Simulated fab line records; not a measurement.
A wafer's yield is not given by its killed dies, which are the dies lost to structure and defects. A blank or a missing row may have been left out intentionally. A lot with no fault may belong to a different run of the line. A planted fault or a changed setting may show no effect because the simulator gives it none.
fab line records	flow gf180mcu	part 1 of 2: steps 1 to 28 of 41
[record] lots = 5	wafers = 15	last_day = 34
route steps=602 shown HV_LDD@211 NSD@235 PSD@248
lots untouched by any fault: they come from a run of this same line in which no faults occurred
start_h: hours from the record's first day to the start of the lot's first wafer shown	wait_h: how many hours have passed since the lot's step before this one	" repeats the value in the row above	L1.1+2: a single row standing in for several wafers	- no value, or no start was given	* or withheld: withheld	< > ~ a bound
route shown NAME@n: NAME is a module with steps in the file, n the number in the route of the first one	usual: the fault-free wafers' mean and standard deviation	same: alike in all rows	chamber/n: place in a boat	sites: readings site by site	_std_site: the values' standard deviation	_edge_site: inner sites' mean taken away from outer sites' mean	radius_mm: how far each site lies from the wafer's centre	mask NAME#n: copy n	behind: the most recent tool/chamber to have shaped the wafer	hold: reason for holding the lot/hours on hold/outcome of the hold	device: names the non-switching transistor (n, p or np)	end of line: the same wafers' tests at the end of the route	a step given without rows: its recipe and nothing more	killed: dies that structure and defects cost at the first sort, which is not the same as the wafer's yield	map: per-die view of a wafer (x killed, . not killed, _ where there is no die)
set.NAME: the setting that was run; set.NAME@STEP: the one run at that earlier step	model.NAME: the simulator's own value behind a step, which no gauge read
a table for each step, a row for each wafer; lots at some steps of the route
services: the hour from which a tool's chamber was out of use, counted from the record's first day as start_h (under 0 if before that day), plus the number of hours and why
[[steps]]
[step GF_HV_LDD_IMPLANT_35]
[recipe] species = P	energy_kev = 60	dose_cm2 = 7.5e+12	tilt_deg = 30	rotation_deg = 180
[usual] rotation_deg = 180.00/0.04
lot.wafer	tool	chamber	start_h	wait_h	rotation_deg
L077.1	implanter-01	0	275.06	0.1	179.98
L077.4	"	0	"	"	179.99
L077.5	"	0	"	"	179.95
L087.1	implanter-02	0	356.01	0.1	179.98
L087.3	"	0	"	"	180.03
L087.4	"	0	"	"	180.05
L092.1	implanter-02	0	395.06	0.1	180.08
L092.3	"	0	"	"	180.07
L092.4	"	0	"	"	180.01
L093.2	implanter-02	0	401.44	0.1	180.02
L093.4	"	0	"	"	179.94
L093.6	"	0	"	"	179.95
L095.1	implanter-01	0	414.21	0.1	180.00
L095.2	"	0	"	"	180.01
L095.4	"	0	"	"	179.96
[step GF_HV_LDD_IMPLANT_36]
[recipe] species = P	energy_kev = 60	dose_cm2 = 7.5e+12	tilt_deg = 30	rotation_deg = 270
[usual] rotation_deg = 270.00/0.054
lot.wafer	tool	chamber	start_h	wait_h	rotation_deg
L077.1	implanter-01	0	275.21	0.1	269.94
L077.4	"	0	"	"	269.96
L077.5	"	0	"	"	269.94
L087.1	implanter-02	0	356.16	0.1	270.09
L087.3	"	0	"	"	269.99
L087.4	"	0	"	"	270.00
L092.1	implanter-02	0	395.21	0.1	269.97
L092.3	"	0	"	"	270.05
L092.4	"	0	"	"	270.01
L093.2	implanter-02	0	401.59	0.1	270.07
L093.4	"	0	"	"	269.89
L093.6	"	0	"	"	270.02
L095.1	implanter-01	0	414.36	0.1	270.02
L095.2	"	0	"	"	270.02
L095.4	"	0	"	"	269.99
[step GF_HV_LDD_STRIP_37]
[recipe] chemistry = O2/N2	power_w = 1400	pressure_mtorr = 1500	platen_temp_c = 250	o2_flow_sccm = 3000	n2_flow_sccm = 300	overash_fraction = 0.5
[usual] drypump_motor_current_A = 6.0/0.4	heater_power_w = 328/49	oes_product_au = 0.716/0.0048	strip_time_to_endpoint_s = 12.63/0.034
lot.wafer	tool	chamber	start_h	wait_h	drypump_motor_current_A	heater_power_w	oes_product_au	rf_hours_counter_h	strip_time_to_endpoint_s
L077.1	plasma_asher-03	0	275.36	0.1	6.0	424	0.717	62	12.59
L077.4	"	0	"	"	6.0	423	0.722	-	12.62
L077.5	"	1	"	"	5.4	251	0.717	-	12.62
L087.1	plasma_asher-01	0	356.31	0.1	5.8	308	0.707	26	12.65
L087.3	"	1	"	"	6.6	308	0.724	-	12.66
L087.4	"	0	"	"	5.8	313	0.725	-	12.61
L092.1	plasma_asher-02	0	395.36	0.1	6.3	352	0.721	60	12.63
L092.3	"	1	"	"	5.7	354	0.714	-	12.62
L092.4	"	0	"	"	6.3	351	0.719	-	12.59
L093.2	plasma_asher-01	1	401.71	0.1	6.6	310	0.715	31	12.63
L093.4	"	1	"	"	6.6	311	0.721	-	12.61
L093.6	"	1	"	"	6.6	314	0.721	-	12.60
L095.1	plasma_asher-01	1	414.51	0.1	6.6	305	0.711	32	12.62
L095.2	"	0	"	"	5.8	302	0.713	32	12.64
L095.4	"	0	"	"	5.8	316	0.718	-	12.62
[step GF_HV_LDD_TW_MEAS_38]
[usual] HV_LDD_3_TW = 1435/13
lot.wafer	tool	chamber	start_h	wait_h	HV_LDD_3_TW
L077.1	film_metro-03	-	275.46	0.1	1416
L077.4	"	-	"	"	1422
L077.5	"	-	"	"	1421
L087.1	film_metro-03	-	356.41	0.1	1434
L087.3	"	-	"	"	1431
L087.4	"	-	"	"	1432
L092.1	film_metro-02	-	395.46	0.1	1443
L092.3	"	-	"	"	1459
L092.4	"	-	"	"	1457
L093.2	film_metro-02	-	401.82	0.1	1456
L093.4	"	-	"	"	1448
L093.6	"	-	"	"	1454
L095.1	film_metro-01	-	414.61	0.1	1432
L095.2	"	-	"	"	1430
L095.4	"	-	"	"	1431
[step GF_HV_LDD_DEHYDRATE_39]
[recipe] temp_c = 200	time_s = 60
[same] time_s = 60
lot.wafer	tool	chamber	start_h	wait_h
L077.1+4+5	litho_track-04	0	284.76	9.3
L087.1+3+4	litho_track-03	0	366.12	9.7
L092.1+3+4	litho_track-03	0	405.82	10.4
L093.2+4+6	litho_track-04	0	412.68	10.8
L095.1+2+4	litho_track-02	0	426.00	11.4
[step GF_HV_LDD_HMDS_40]
[recipe] prime_time_s = 60	prime_temp_c = 120
lot.wafer	tool	chamber	start_h	wait_h
L077.1+4+5	litho_track-04	0	284.91	0.1
L087.1+3+4	litho_track-03	0	366.27	0.1
L092.1+3+4	litho_track-03	0	405.97	0.1
L093.2+4+6	litho_track-04	0	412.83	0.1
L095.1+2+4	litho_track-02	0	426.15	0.1
[step GF_HV_LDD_COAT_41]
[recipe] resist = NOVOLAK	spin_rpm = 3000	resist_thk_nm = 1000
lot.wafer	tool	chamber	start_h	wait_h
L077.1+4+5	litho_track-04	0	285.06	0.1
L087.1+3+4	litho_track-03	0	366.42	0.1
L092.1+3+4	litho_track-03	0	406.12	0.1
L093.2+4+6	litho_track-04	0	412.98	0.1
L095.1+2+4	litho_track-02	0	426.30	0.1
[step GF_HV_LDD_SOFTBAKE_42]
[recipe] temp_c = 90	time_s = 60	resist = NOVOLAK
[same] time_s = 60
lot.wafer	tool	chamber	start_h	wait_h
L077.1+4+5	litho_track-04	0	285.21	0.1
L087.1+3+4	litho_track-03	0	366.57	0.1
L092.1+3+4	litho_track-03	0	406.27	0.1
L093.2+4+6	litho_track-04	0	413.13	0.1
L095.1+2+4	litho_track-02	0	426.45	0.1
[step GF_HV_LDD_EXPOSE_43]
[recipe] mask_id = Pplus_HV_AREA	target_cd_nm = 400	na = 0.6	source_shape = conventional	sigma_outer = 0.6	dose_mj = 140
[usual] reticle_temp_C = 23.00/0.11
lot.wafer	tool	chamber	start_h	wait_h	mask	reticle_temp_C
L077.1	iline_stepper-01	0	-	-	Pplus_HV_AREA#0	23.21
L077.4	"	0	"	"	Pplus_HV_AREA#0	23.03
L077.5	"	0	"	"	Pplus_HV_AREA#0	23.07
L087.1	iline_stepper-01	0	-	-	Pplus_HV_AREA#0	22.96
L087.3	"	0	"	"	Pplus_HV_AREA#0	22.96
L087.4	"	0	"	"	Pplus_HV_AREA#0	22.99
L092.1	iline_stepper-01	0	-	-	Pplus_HV_AREA#0	22.88
L092.3	"	0	"	"	Pplus_HV_AREA#0	23.05
L092.4	"	0	"	"	Pplus_HV_AREA#0	22.84
L093.2	iline_stepper-01	0	-	-	Pplus_HV_AREA#0	22.88
L093.4	"	0	"	"	Pplus_HV_AREA#0	22.93
L093.6	"	0	"	"	Pplus_HV_AREA#0	23.08
L095.1	iline_stepper-02	0	-	-	Pplus_HV_AREA#0	23.14
L095.2	"	0	"	"	Pplus_HV_AREA#0	23.05
L095.4	"	0	"	"	Pplus_HV_AREA#0	23.08
[step GF_HV_LDD_PEB_44]
[recipe] temp_c = withheld	time_s = *	resist = NOVOLAK
[same] time_s = *
lot.wafer	tool	chamber	start_h	wait_h
L077.1+4+5	litho_track-03	0	-	-
L087.1+3+4	litho_track-03	0	-	-
L092.1+3+4	litho_track-04	0	-	-
L093.2+4+6	litho_track-02	0	-	-
L095.1+2+4	litho_track-04	0	-	-
[step GF_HV_LDD_DEVELOP_45]
[recipe] develop_time_s = 60	dev_temp_c = 23
lot.wafer	tool	chamber	start_h	wait_h
L077.1+4+5	litho_track-03	0	295.18	0.1
L087.1+3+4	litho_track-03	0	377.47	0.1
L092.1+3+4	litho_track-04	0	417.91	0.1
L093.2+4+6	litho_track-02	0	425.28	0.1
L095.1+2+4	litho_track-04	0	437.96	0.1
[step GF_HV_LDD_CD_MEAS_46]
[recipe] target_cd_nm = 400
[usual] cd_nm = 399.7/1.8
lot.wafer	tool	chamber	start_h	wait_h	cd_nm
L077.1	cd_sem-02	-	295.33	0.1	398.6
L077.4	"	-	"	"	399.2
L077.5	"	-	"	"	400.9
L087.1	cd_sem-01	-	377.62	0.1	398.3
L087.3	"	-	"	"	401.1
L087.4	"	-	"	"	399.2
L092.1	cd_sem-02	-	418.06	0.1	399.3
L092.3	"	-	"	"	399.5
L092.4	"	-	"	"	399.8
L093.2	cd_sem-01	-	425.42	0.1	399.6
L093.4	"	-	"	"	399.3
L093.6	"	-	"	"	400.2
L095.1	cd_sem-02	-	438.11	0.1	399.7
L095.2	"	-	"	"	399.7
L095.4	"	-	"	"	398.9
[step GF_HV_LDD_OVL_MEAS_47]
[usual] HV_LDD_03_OVL = 0.8/1.6
lot.wafer	tool	chamber	start_h	wait_h	HV_LDD_03_OVL[nm]
L077.1	overlay-01	-	295.45	0.1	0.7
L077.4	"	-	"	"	0.7
L077.5	"	-	"	"	2.6
L087.1	overlay-01	-	377.74	0.1	0.1
L087.3	"	-	"	"	-1.5
L087.4	"	-	"	"	0.4
L092.1	overlay-01	-	418.18	0.1	2.2
L092.3	"	-	"	"	2.4
L092.4	"	-	"	"	4.9
L093.2	overlay-01	-	425.53	0.1	0.9
L093.4	"	-	"	"	5.0
L093.6	"	-	"	"	0.5
L095.1	overlay-01	-	438.23	0.1	-1.1
L095.2	"	-	"	"	2.3
L095.4	"	-	"	"	0.8
[step GF_HV_LDD_IMPLANT_48]
[recipe] species = B	energy_kev = 25	dose_cm2 = 3e+13	tilt_deg = 7
lot.wafer	tool	chamber	start_h	wait_h
L077.1+4+5	implanter-01	0	295.48	0.0
L087.1+3+4	implanter-01	0	377.78	0.0
L092.1+3+4	implanter-02	0	418.21	0.0
L093.2+4+6	implanter-03	0	425.58	0.0
L095.1+2+4	implanter-01	0	438.26	0.0
[step GF_HV_LDD_STRIP_49]
[recipe] chemistry = O2/N2	power_w = 1400	pressure_mtorr = 1500	platen_temp_c = 250	o2_flow_sccm = 3000	n2_flow_sccm = 300	overash_fraction = 0.5
[usual] drypump_motor_current_A = 5.9/0.39	heater_power_w = 332/58	oes_product_au = 0.716/0.0045	strip_time_to_endpoint_s = 12.62/0.034
lot.wafer	tool	chamber	start_h	wait_h	drypump_motor_current_A	heater_power_w	oes_product_au	rf_hours_counter_h	strip_time_to_endpoint_s
L077.1	plasma_asher-01	0	295.63	0.1	5.7	305	0.715	20	12.65
L077.4	"	0	"	"	5.7	309	0.726	-	12.67
L077.5	"	1	"	"	6.5	307	0.720	-	12.67
L087.1	plasma_asher-02	1	377.93	0.1	5.7	350	0.718	59	12.63
L087.3	"	1	"	"	5.7	352	0.718	-	12.59
L087.4	"	0	"	"	6.3	358	0.720	-	12.64
L092.1	plasma_asher-01	0	418.36	0.1	5.8	313	0.715	33	12.61
L092.3	"	0	"	"	5.8	306	0.723	-	12.63
L092.4	"	1	"	"	6.5	314	0.725	-	12.56
L093.2	plasma_asher-03	1	425.71	0.1	5.4	257	0.715	79	12.59
L093.4	"	1	"	"	5.4	263	0.717	-	12.60
L093.6	"	1	"	"	5.4	262	0.721	-	12.64
L095.1	plasma_asher-01	0	438.41	0.1	5.8	308	0.720	35	12.66
L095.2	"	1	"	"	6.6	307	0.717	35	12.63
L095.4	"	0	"	"	5.8	307	0.712	-	12.64
[step GF_HV_LDD_TW_MEAS_50]
[usual] HV_LDD_4_TW = 569/4.1
lot.wafer	tool	chamber	start_h	wait_h	HV_LDD_4_TW
L077.1	film_metro-01	-	295.73	0.1	570
L077.4	"	-	"	"	567
L077.5	"	-	"	"	567
L087.1	film_metro-03	-	378.03	0.1	567
L087.3	"	-	"	"	569
L087.4	"	-	"	"	567
L092.1	film_metro-01	-	418.46	0.1	567
L092.3	"	-	"	"	569
L092.4	"	-	"	"	569
L093.2	film_metro-01	-	425.82	0.1	566
L093.4	"	-	"	"	563
L093.6	"	-	"	"	566
L095.1	film_metro-02	-	438.51	0.1	576
L095.2	"	-	"	"	576
L095.4	"	-	"	"	574
[step GF_HV_LDD_CLEAN_51]
[recipe] chemistry = SC1/SC2	mix = 1:4:20	temp_c = 70	time_s = 150	dry = n2_spin
[usual] bath_guard_temp_C = 70.0/0.34
[same] time_s = 150
lot.wafer	tool	chamber	start_h	wait_h	bath_guard_temp_C
L077.1	wet_bench-04	3	295.79	0.1	70.2
L077.4	"	3	"	"	69.8
L077.5	"	3	"	"	70.0
L087.1	wet_bench-04	0	378.09	0.1	70.1
L087.3	"	0	"	"	70.1
L087.4	"	0	"	"	70.0
L092.1	wet_bench-01	2	418.52	0.1	70.0
L092.3	"	2	"	"	70.0
L092.4	"	2	"	"	69.9
L093.2	wet_bench-04	2	425.87	0.0	69.7
L093.4	"	2	"	"	69.5
L093.6	"	2	"	"	70.0
L095.1	wet_bench-01	1	438.57	0.1	70.4
L095.2	"	1	"	"	70.3
L095.4	"	1	"	"	70.2
[step GF_HV_LDD_RTA_52]
[recipe] temp_c = 1000	time_s = 10	ambient = N2
[usual] lamp_power_pct = 31.7/1.5	wafer_temp_C_max = 1003.6/1.2
[same] time_s = 10
lot.wafer	tool	chamber	start_h	wait_h	lamp_power_pct	wafer_temp_C_max
L077.1	rtp_anneal-02	0	295.84	0.0	29.9	1006.1
L077.4	"	0	"	"	29.9	1004.4
L077.5	"	0	"	"	29.8	1003.8
L087.1	rtp_anneal-01	0	378.14	0.0	33.0	1001.7
L087.3	"	0	"	"	32.9	1003.8
L087.4	"	0	"	"	32.9	1002.3
L092.1	rtp_anneal-02	0	418.58	0.0	29.9	1005.2
L092.3	"	0	"	"	29.9	1005.0
L092.4	"	0	"	"	29.9	1003.0
L093.2	rtp_anneal-01	0	425.93	0.0	33.0	1002.9
L093.4	"	0	"	"	32.9	1003.3
L093.6	"	0	"	"	32.9	1002.3
L095.1	rtp_anneal-01	0	438.63	0.0	32.9	1002.9
L095.2	"	0	"	"	33.0	1003.7
L095.4	"	0	"	"	32.9	1003.4
[step GF_HV_LDD_CVD_54]
[recipe] material = SiO2	target_thk_nm = 10	precursor = TEOS	temp_c = 680	time_s = 75	pressure_mtorr = 400
[usual] spike_tc_centre_C = 680.5/1.1	zone_power_top_pct = 23.1/2.4
[same] time_s = 75
lot.wafer	tool	chamber	start_h	wait_h	spike_tc_centre_C	zone_power_top_pct
L077.1	lpcvd-01	0	296.03	0.1	679.7	19.6
L077.4	"	0	"	"	678.2	18.9
L077.5	"	0	"	"	678.8	19.3
L087.1	lpcvd-02	0	378.33	0.1	681.8	21.8
L087.3	"	0	"	"	680.0	21.5
L087.4	"	0	"	"	680.5	21.9
L092.1	lpcvd-02	1	418.77	0.1	680.8	23.5
L092.3	"	1	"	"	680.9	23.2
L092.4	"	1	"	"	678.1	23.8
L093.2	lpcvd-02	1	426.11	0.1	678.0	23.7
L093.4	"	1	"	"	681.7	23.7
L093.6	"	1	"	"	679.8	24.0
L095.1	lpcvd-01	1	438.82	0.1	681.0	26.0
L095.2	"	1	"	"	681.3	25.4
L095.4	"	1	"	"	681.0	25.9
[step GF_HV_LDD_THK_MEAS_55]
[recipe] reads = SiO2_of_HV_LDD_CVD_54
[usual] HV_LDD_CVD_54_THK = 9.93/0.13
lot.wafer	tool	chamber	start_h	wait_h	HV_LDD_CVD_54_THK[nm]
L077.1	film_metro-01	-	297.56	0.0	10.08
L077.4	"	-	"	"	9.94
L077.5	"	-	"	"	10.02
L087.1	film_metro-01	-	379.86	0.0	9.74
L087.3	"	-	"	"	9.85
L087.4	"	-	"	"	9.94
L092.1	film_metro-03	-	419.79	0.0	9.98
L092.3	"	-	"	"	10.00
L092.4	"	-	"	"	9.92
L093.2	film_metro-03	-	427.14	0.0	9.83
L093.4	"	-	"	"	9.75
L093.6	"	-	"	"	9.85
L095.1	film_metro-03	-	439.84	0.0	9.92
L095.2	"	-	"	"	9.72
L095.4	"	-	"	"	9.74
[step GF_HV_LDD_CVD_56]
[recipe] material = Si3N4	precursor = DCS/NH3	target_thk_nm = 90	temp_c = 770	time_s = 1543	pressure_mtorr = 250
[usual] spike_tc_centre_C = 770.3/1.3	zone_power_top_pct = 27.6/2.8
[same] time_s = 1543
lot.wafer	tool	chamber	start_h	wait_h	spike_tc_centre_C	zone_power_top_pct
L077.1	lpcvd-02	1	298.28	0.7	771.2	28.5
L077.4	"	1	"	"	768.0	27.9
L077.5	"	1	"	"	768.6	28.3
L087.1	lpcvd-01	0	379.92	0.1	770.3	23.1
L087.3	"	0	"	"	770.0	23.3
L087.4	"	0	"	"	771.7	23.0
L092.1	lpcvd-02	1	419.85	0.1	771.0	28.0
L092.3	"	1	"	"	770.2	28.3
L092.4	"	1	"	"	771.5	28.4
L093.2	lpcvd-02	1	427.19	0.0	770.1	29.2
L093.4	"	1	"	"	769.2	28.3
L093.6	"	1	"	"	769.1	28.3
L095.1	lpcvd-01	1	439.90	0.1	771.9	31.5
L095.2	"	1	"	"	770.3	30.7
L095.4	"	1	"	"	770.0	30.7
[step GF_HV_LDD_THK_MEAS_57]
[recipe] reads = Si3N4_of_HV_LDD_CVD_56
[usual] HV_LDD_CVD_56_THK = 89.6/1
lot.wafer	tool	chamber	start_h	wait_h	HV_LDD_CVD_56_THK[nm]
L077.1	film_metro-03	-	299.71	0.0	89.7
L077.4	"	-	"	"	89.5
L077.5	"	-	"	"	90.2
L087.1	film_metro-01	-	381.35	0.0	87.5
L087.3	"	-	"	"	88.7
L087.4	"	-	"	"	88.5
L092.1	film_metro-01	-	421.28	0.0	88.9
L092.3	"	-	"	"	88.7
L092.4	"	-	"	"	88.6
L093.2	film_metro-02	-	428.63	0.0	88.9
L093.4	"	-	"	"	89.8
L093.6	"	-	"	"	89.5
L095.1	film_metro-01	-	441.33	0.0	89.2
L095.2	"	-	"	"	89.8
L095.4	"	-	"	"	89.3
[step GF_HV_LDD_ETCHBACK_58]
[recipe] chemistry = CH3F/O2	target = Si3N4	stop_on = SiO2	source_w = 400	bias_w = 80	pressure_mtorr = 25	ch3f_flow_sccm = 40	O2_flow_sccm = 30	time_s = 100	target_depth_a = 900
[usual] drypump_motor_current_A = 5.8/0.37	oes_product_au = 0.839/0.0069	rf_fwd_power_W = 397.9/1.3	throttle_valve_pct = 10.560/0.0085
[same] time_s = 100
lot.wafer	tool	chamber	start_h	wait_h	drypump_motor_current_A	oes_product_au	rf_fwd_power_W	rf_hours_counter_h	throttle_valve_pct
L077.1	rie_diel-04	0	299.77	0.1	5.7	0.837	396.3	70	10.563
L077.4	"	1	"	"	6.1	0.834	398.2	72	10.572
L077.5	"	1	"	"	6.1	0.840	398.5	-	10.569
L087.1	rie_diel-03	0	381.41	0.1	5.6	0.828	397.7	15	10.554
L087.3	"	2	"	"	5.1	0.834	399.9	71	10.567
L087.4	"	1	"	"	5.4	0.835	397.5	98	10.553
L092.1	rie_diel-02	1	421.34	0.1	5.8	0.835	398.7	12	10.576
L092.3	"	2	"	"	6.0	0.839	398.6	24	10.562
L092.4	"	2	"	"	6.0	0.829	398.4	-	10.561
L093.2	rie_diel-02	0	428.68	0.0	5.6	0.830	396.4	35	10.545
L093.4	"	3	"	"	6.1	0.837	397.7	88	10.555
L093.6	"	1	"	"	5.8	0.845	397.7	-	10.545
L095.1	rie_diel-04	0	441.39	0.1	5.7	0.837	398.7	73	10.568
L095.2	"	2	"	"	6.5	0.833	397.2	15	10.558
L095.4	"	3	"	"	6.0	0.844	400.4	8	10.564
[step GF_NSD_DEHYDRATE_00]
[recipe] temp_c = 200	time_s = 60
[same] time_s = 60
lot.wafer	tool	chamber	start_h	wait_h
L077.1+4+5	litho_track-01	0	310.21	10.4
L087.1+3+4	litho_track-03	0	391.92	10.5
L092.1+3+4	litho_track-03	0	432.87	11.5
L093.2+4+6	litho_track-01	0	439.38	10.7
L095.1+2+4	litho_track-03	0	453.12	11.7
[step GF_NSD_HMDS_01]
[recipe] prime_time_s = 60	prime_temp_c = 120
lot.wafer	tool	chamber	start_h	wait_h
L077.1+4+5	litho_track-01	0	310.36	0.1
L087.1+3+4	litho_track-03	0	392.07	0.1
L092.1+3+4	litho_track-03	0	433.02	0.1
L093.2+4+6	litho_track-01	0	439.53	0.1
L095.1+2+4	litho_track-03	0	453.27	0.1
[step GF_NSD_COAT_02]
[recipe] resist = NOVOLAK	spin_rpm = 3000	resist_thk_nm = 1000
lot.wafer	tool	chamber	start_h	wait_h
L077.1+4+5	litho_track-01	0	310.51	0.1
L087.1+3+4	litho_track-03	0	392.22	0.1
L092.1+3+4	litho_track-03	0	433.17	0.1
L093.2+4+6	litho_track-01	0	439.68	0.1
L095.1+2+4	litho_track-03	0	453.42	0.1
[step GF_NSD_SOFTBAKE_03]
[recipe] temp_c = 90	time_s = 60	resist = NOVOLAK
[same] time_s = 60
lot.wafer	tool	chamber	start_h	wait_h
L077.1+4+5	litho_track-01	0	310.66	0.1
L087.1+3+4	litho_track-03	0	392.37	0.1
L092.1+3+4	litho_track-03	0	433.32	0.1
L093.2+4+6	litho_track-01	0	439.83	0.1
L095.1+2+4	litho_track-03	0	453.57	0.1
[step GF_NSD_EXPOSE_04]
[recipe] mask_id = Nplus	target_cd_nm = 400	na = 0.6	source_shape = conventional	sigma_outer = 0.6	dose_mj = 140
[usual] reticle_temp_C = 22.99/0.11
lot.wafer	tool	chamber	start_h	wait_h	mask	reticle_temp_C
L077.1	iline_stepper-01	0	-	-	Nplus#0	22.93
L077.4	"	0	"	"	Nplus#0	22.87
L077.5	"	0	"	"	Nplus#0	22.89
L087.1	iline_stepper-01	0	-	-	Nplus#0	22.91
L087.3	"	0	"	"	Nplus#0	22.94
L087.4	"	0	"	"	Nplus#0	22.92
L092.1	iline_stepper-02	0	-	-	Nplus#0	23.00
L092.3	"	0	"	"	Nplus#0	23.04
L092.4	"	0	"	"	Nplus#0	23.02
L093.2	iline_stepper-01	0	-	-	Nplus#0	23.13
L093.4	"	0	"	"	Nplus#0	23.04
L093.6	"	0	"	"	Nplus#0	22.95
L095.1	iline_stepper-02	0	-	-	Nplus#0	23.11
L095.2	"	0	"	"	Nplus#0	23.01
L095.4	"	0	"	"	Nplus#0	23.00
